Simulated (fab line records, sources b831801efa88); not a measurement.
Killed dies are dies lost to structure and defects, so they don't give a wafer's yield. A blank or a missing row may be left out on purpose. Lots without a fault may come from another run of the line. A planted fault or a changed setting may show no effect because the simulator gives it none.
One fault seen from 2 desks | flow gf180mcu | each desk has only its own numbers; what lay behind them comes last

THE METROLOGY DESK
What the gauges read, lot by lot, whatever tool the lot ran on: means of the sampled wafers that have a number. A lot is out of limits, marked OUT, if its mean lies more than 4 standard deviations from the usual mean; the brackets give that distance.
Columns: A = V5_W_RS at GF_V5_RS_MEAS_24, usual 0.328 ohm/sq; B = V5_W_THK at GF_V5_THK_MEAS_25, usual 353 nm; C = TOP_METAL_ALCU_RS at GF_TOP_METAL_RS_MEAS_05, usual 0.0328 ohm/sq; D = TOP_METAL_ALCU_THK at GF_TOP_METAL_THK_MEAS_06, usual 925 nm; E = cd_nm at GF_TOP_METAL_CD_MEAS_14, usual 440.2 nm; F = TOP_METAL_OVL at GF_TOP_METAL_OVL_MEAS_15, usual 0.3 nm
lot  | first seen here | A     | B   | C      | D   | E     | F
L390 | day 29 06:02    | 0.327 | 361 | 0.0329 | 917 | 443.1 | -0.8
L392 | day 30 03:06    | 0.324 | 351 | 0.0326 | 923 | 442.6 | -1.4
L394 | day 30 19:04    | 0.326 | 349 | 0.0330 | 912 | 441.3 | -1.6
L396 | day 31 08:52    | 0.329 | 360 | 0.0329 | 921 | 441.0 | 1.8
L402 | day 32 23:50    | 0.326 | 351 | 0.0322 | 945 | 439.4 | 0.8
L403 | day 33 01:07    | 0.331 | 347 | 0.0331 | 915 | 441.1 | 0.7
L405 | day 33 13:14    | 0.331 | 348 | 0.0328 | 921 | 438.7 | 0.6
This desk's finding: nothing out of limits on any of the 7 lots.

THE TOOL OWNER'S DESK: pvd_sputter-03
The tool's own readings at GF_TOP_METAL_SPUTTER_04 (material TiN, target thk 25 nm, time 20.8 s): means of the sampled wafers that have a number, for each lot that ran on this tool. A lot is out of limits, marked OUT, if its mean lies more than 4 standard deviations from the usual mean; the brackets give that distance.
Columns: A = throttle_valve_pct at GF_TOP_METAL_SPUTTER_04, usual 30.2 %
lot  | first seen here | A
L390 | day 29 06:42    | 30.6
L392 | day 30 03:45    | 30.2
L394 | day 30 19:46    | 31.1
L402 | day 33 00:29    | 30.0
L405 | day 33 14:05    | 30.4
This desk's finding: nothing out of limits on any of the 5 lots.

PUT TOGETHER
The metrology desk saw nothing out of limits.
The tool owner's desk saw nothing out of limits.

WHAT THE SIMULATOR HAD PUT IN
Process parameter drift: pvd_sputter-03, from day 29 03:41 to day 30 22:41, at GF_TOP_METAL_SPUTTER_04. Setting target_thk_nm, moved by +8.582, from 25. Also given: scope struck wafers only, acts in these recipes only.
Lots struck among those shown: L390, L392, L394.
